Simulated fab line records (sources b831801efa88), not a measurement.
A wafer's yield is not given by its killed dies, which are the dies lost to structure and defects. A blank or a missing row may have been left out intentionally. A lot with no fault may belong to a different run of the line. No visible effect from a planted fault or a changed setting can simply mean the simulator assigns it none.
fab line records | flow sfq-line
record lots=16 wafers=48 last-day=79
route steps=325 shown M2@89
lots untouched by any fault: they come from a run of this same line in which no faults occurred
start-h: hours from the record's opening day to when the first of the lot's shown wafers began | wait-h: hours from the lot's prior step to this one | " the same as in the row above | L1.1+2: one row covering several wafers at once | - either no value or no given start | * or withheld: withheld | < > ~ a bound
route shown NAME@n: names a module that has steps shown in the file, with the first one's number in the route | usual: mean/standard deviation of fault-free wafers | same: alike in all rows | chamber/n: place in a boat | sites: per-site readings | _std_site: standard deviation of those values | _edge_site: outer sites' mean less inner sites' | radius-mm: for every site, how far away it sits from the centre of the wafer | mask NAME#n: copy n | behind: the most recent tool/chamber to have shaped the wafer | hold: what put the lot on hold/how long, in hours/how the hold closed | device: the transistor (n, p or np) that didn't switch | end of line: tests of these same wafers at the route's end | a step with no rows: only its recipe | killed: dies that structure and defects cost at the first sort, which is not the same as the wafer's yield | map: a wafer's dies, x killed, . not, _ none there
set.NAME: the setting the step ran with; set.NAME@STEP: the setting that earlier step ran with | model.NAME: the simulator's own value behind a step, which no gauge read
the route's steps for a sample of lots (tables are steps, rows are wafers)
services: from which hour (start-h, from the record's first day; less than 0 if before it) a tool's chamber was out of use, for how many hours, and why
## steps
# step SFQ_TRILAYER_M2_DEP_SPUTTER_055
# recipe material=Nb base-pressure-pa=1.33e-06 chamber-pressure-pa=0.1333 substrate-temp-c=20 resputter-cathode-voltage-v=400 target-thk-nm=200 power-w=2000 time-s=133.3
# usual throttle-valve-pct=29.7/1.2
# columns lot.wafer tool chamber start-h wait-h throttle-valve-pct
L908.1 pvd-sputter-06 - 347.42 0.0 31.0
L908.3 " - " " 28.1
L908.4 " - " " 28.5
L909.1 pvd-sputter-03 - 349.81 0.0 28.7
L909.5 " - " " 31.1
L909.6 " - " " 28.9
L910.2 pvd-sputter-06 - 357.01 0.0 31.0
L910.3 " - " " 28.4
L910.4 " - " " 28.5
L911.1 pvd-sputter-03 - 368.41 0.0 29.0
L911.2 " - " " 30.3
L911.5 " - " " 30.7
L912.4 pvd-sputter-03 - 380.83 0.0 30.9
L912.5 " - " " 30.6
L912.6 " - " " 30.9
L913.3 pvd-sputter-05 - 387.43 0.0 30.7
L913.4 " - " " 31.7
L913.6 " - " " 30.5
L914.1 pvd-sputter-03 - 393.43 0.0 30.0
L914.2 " - " " 30.9
L914.4 " - " " 30.8
L915.1 pvd-sputter-06 - 402.44 0.0 28.5
L915.3 " - " " 31.0
L915.5 " - " " 30.9
L917.4 pvd-sputter-06 - 420.93 0.0 28.7
L917.5 " - " " 28.1
L917.6 " - " " 30.6
L918.1 pvd-sputter-06 - 426.93 0.0 31.1
L918.2 " - " " 27.9
L918.4 " - " " 29.5
L919.1 pvd-sputter-06 - 429.33 0.0 28.7
L919.2 " - " " 28.1
L919.4 " - " " 29.2
L921.1 pvd-sputter-05 - 442.53 0.0 31.2
L921.4 " - " " 31.7
L921.5 " - " " 30.2
L924.1 pvd-sputter-06 - 469.69 0.0 29.1
L924.2 " - " " 31.0
L924.5 " - " " 28.4
L925.3 pvd-sputter-06 - 481.68 0.0 30.9
L925.5 " - " " 31.0
L925.6 " - " " 29.0
L926.1 pvd-sputter-06 - 487.68 0.0 29.4
L926.4 " - " " 30.8
L926.6 " - " " 28.0
L927.2 pvd-sputter-06 - 502.08 0.0 30.8
L927.3 " - " " 28.4
L927.5 " - " " 28.4
# step SFQ_M2_RS_MEAS_914
# recipe thk-meas-gauge=four-point-probe reads=Nb_of_TRILAYER_M2_DEP_SPUTTER_055
# usual M2_NB_RS=0.893/0.011
# columns lot.wafer tool chamber start-h wait-h M2_NB_RS[ohm/sq]
L908.1 film-metro-03 - 347.51 0.0 0.904
L908.3 " - " " 0.894
L908.4 " - " " 0.903
L909.1 film-metro-03 - 349.90 0.0 0.907
L909.5 " - " " 0.880
L909.6 " - " " 0.909
L910.2 film-metro-01 - 357.12 0.1 0.908
L910.3 " - " " 0.897
L910.4 " - " " 0.893
L911.1 film-metro-03 - 368.50 0.0 0.895
L911.2 " - " " 0.874
L911.5 " - " " 0.873
L912.4 film-metro-03 - 380.98 0.1 0.883
L912.5 " - " " 0.883
L912.6 " - " " 0.889
L913.3 film-metro-03 - 387.56 0.1 0.894
L913.4 " - " " 0.894
L913.6 " - " " 0.896
L914.1 film-metro-04 - 393.52 0.0 0.878
L914.2 " - " " 0.868
L914.4 " - " " 0.882
L915.1 film-metro-01 - 402.53 0.0 0.896
L915.3 " - " " 0.896
L915.5 " - " " 0.895
L917.4 film-metro-04 - 421.08 0.1 0.893
L917.5 " - " " 0.887
L917.6 " - " " 0.887
L918.1 film-metro-03 - 427.02 0.0 0.893
L918.2 " - " " 0.901
L918.4 " - " " 0.893
L919.1 film-metro-01 - 429.42 0.0 0.881
L919.2 " - " " 0.885
L919.4 " - " " 0.889
L921.1 film-metro-04 - 442.62 0.0 0.887
L921.4 " - " " 0.889
L921.5 " - " " 0.888
L924.1 film-metro-01 - 469.78 0.0 1.073
L924.2 " - " " 1.054
L924.5 " - " " 1.060
L925.3 film-metro-04 - 481.81 0.1 1.052
L925.5 " - " " 1.048
L925.6 " - " " 1.063
L926.1 film-metro-01 - 487.77 0.0 1.076
L926.4 " - " " 1.075
L926.6 " - " " 1.065
L927.2 film-metro-04 - 502.19 0.1 1.056
L927.3 " - " " 1.045
L927.5 " - " " 1.058
# step SFQ_TRILAYER_M2_ETCH_METAL_ETCH_060
# recipe target=Nb stop-on=SiO2 mask-material=PR chemistry=Cl2/Ar target-depth-nm=240 icp-w=600 bias-w=80 pressure-mtorr=10 time-s=120
# usual drypump-motor-current-A=5.4/0.4 oes-product-au=0.892/0.0078
# columns lot.wafer tool chamber start-h wait-h drypump-motor-current-A oes-product-au rf-hours-counter-h
L908.1 rie-metal-02 1 406.93 0.0 5.9 0.885 46
L908.3 " 1 " " 5.9 0.879 -
L908.4 " 0 " " 5.8 0.883 -
L909.1 rie-metal-02 1 410.53 0.0 5.9 0.882 47
L909.5 " 1 " " 5.9 0.901 -
L909.6 " 0 " " 5.8 0.886 -
L910.2 rie-metal-04 1 417.73 0.1 4.9 0.886 -
L910.3 " 1 " " 4.8 0.891 -
L910.4 " 1 " " 4.9 0.893 -
L911.1 rie-metal-04 1 429.69 0.1 4.8 0.896 26
L911.2 " 1 " " 4.9 0.899 -
L911.5 " 1 " " 4.9 0.911 -
L912.4 rie-metal-04 0 444.07 0.1 5.1 0.893 -
L912.5 " 0 " " 5.1 0.896 -
L912.6 " 1 " " 4.8 0.899 -
L913.3 rie-metal-02 0 453.67 0.1 5.8 0.886 -
L913.4 " 1 " " 5.9 0.894 -
L913.6 " 0 " " 5.8 0.894 -
L914.1 rie-metal-02 0 459.18 0.0 5.7 0.899 89
L914.2 " 1 " " 5.9 0.912 55
L914.4 " 1 " " 5.9 0.895 -
L915.1 rie-metal-03 1 471.18 0.0 5.4 0.887 165
L915.3 " 0 " " 5.3 0.892 -
L915.5 " 0 " " 5.3 0.887 -
L917.4 rie-metal-02 0 488.02 0.1 5.8 0.899 -
L917.5 " 1 " " 5.9 0.901 -
L917.6 " 0 " " 5.7 0.890 -
L918.1 rie-metal-02 1 490.47 0.0 5.9 0.890 63
L918.2 " 0 " " 5.8 0.884 96
L918.4 " 1 " " 5.9 0.889 -
L919.1 rie-metal-02 0 493.98 0.0 5.8 0.896 98
L919.2 " 1 " " 5.9 0.897 65
L919.4 " 0 " " 5.8 0.897 -
L921.1 rie-metal-04 1 506.71 0.0 4.8 0.899 38
L921.4 " 1 " " 4.8 0.890 -
L921.5 " 1 " " 4.9 0.901 -
L924.1 rie-metal-04 1 533.11 0.0 4.8 0.813 43
L924.2 " 0 " " 5.1 0.831 15
L924.5 " 1 " " 4.8 0.823 -
L925.3 rie-metal-03 0 546.45 0.1 5.3 0.830 -
L925.5 " 0 " " 5.3 0.831 -
L925.6 " 0 " " 5.3 0.824 -
L926.1 rie-metal-04 0 552.31 0.0 5.1 0.815 19
L926.4 " 0 " " 5.1 0.815 -
L926.6 " 0 " " 5.1 0.815 -
L927.2 rie-metal-04 1 561.91 0.0 4.8 0.825 49
L927.3 " 0 " " 5.1 0.842 -
L927.5 " 0 " " 5.1 0.832 -
## services
# columns tool chamber start-h hours kind
rie-metal-03 - 325.92 2.1 repair
rie-metal-03 - 355.40 0.2 repair
pvd-sputter-03 - 389.47 0.5 repair
rie-metal-02 1 396.81 7.1 repair
rie-metal-04 0 409.70 9.2 repair
rie-metal-04 0 419.14 - clean
rie-metal-04 0 419.14 13.9 scheduled-down
rie-metal-04 0 419.14 13.9 vent-cycle
pvd-sputter-03 0 435.06 - consumable-replace:kit
pvd-sputter-03 0 435.06 18.0 scheduled-down
pvd-sputter-03 0 435.06 18.0 vent-cycle
pvd-sputter-06 - 435.95 8.1 repair
pvd-sputter-05 - 454.29 7.2 repair
rie-metal-04 - 477.13 2.8 pm
rie-metal-04 - 485.14 14.6 pm
rie-metal-03 - 502.13 0.9 repair
rie-metal-03 0 508.63 - clean
rie-metal-03 0 508.63 13.3 scheduled-down
rie-metal-03 0 508.63 13.3 vent-cycle
pvd-sputter-05 1 518.75 - consumable-replace:kit
pvd-sputter-05 1 518.75 18.0 scheduled-down
pvd-sputter-05 1 518.75 18.0 vent-cycle
rie-metal-03 - 530.76 5.5 repair
rie-metal-03 1 536.24 - clean
## key
first-sign step=SFQ_M2_RS_MEAS_914 reading=M2_NB_RS direction=up sigmas=15 usual=0.893 struck=1.060
effect step=SFQ_TRILAYER_M2_ETCH_METAL_ETCH_060 reading=oes-product-au direction=down sigmas=8.6 usual=0.892 struck=0.825
met-at SFQ_TRILAYER_M2_DEP_SPUTTER_055
struck-lots L924,L925,L926,L927
onset-between 429.33 469.69
also-fits time
fault kind=site-profile-drift tool=pvd-sputter-06 chamber=- onset-h=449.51 steps=SFQ_TRILAYER_M2_DEP_SPUTTER_055 basis=fraction max-abs-drift=0.28713 slope-share-per-hr=63.807 site-pattern=0,0,0,0,0,-1,-1,-1,-1
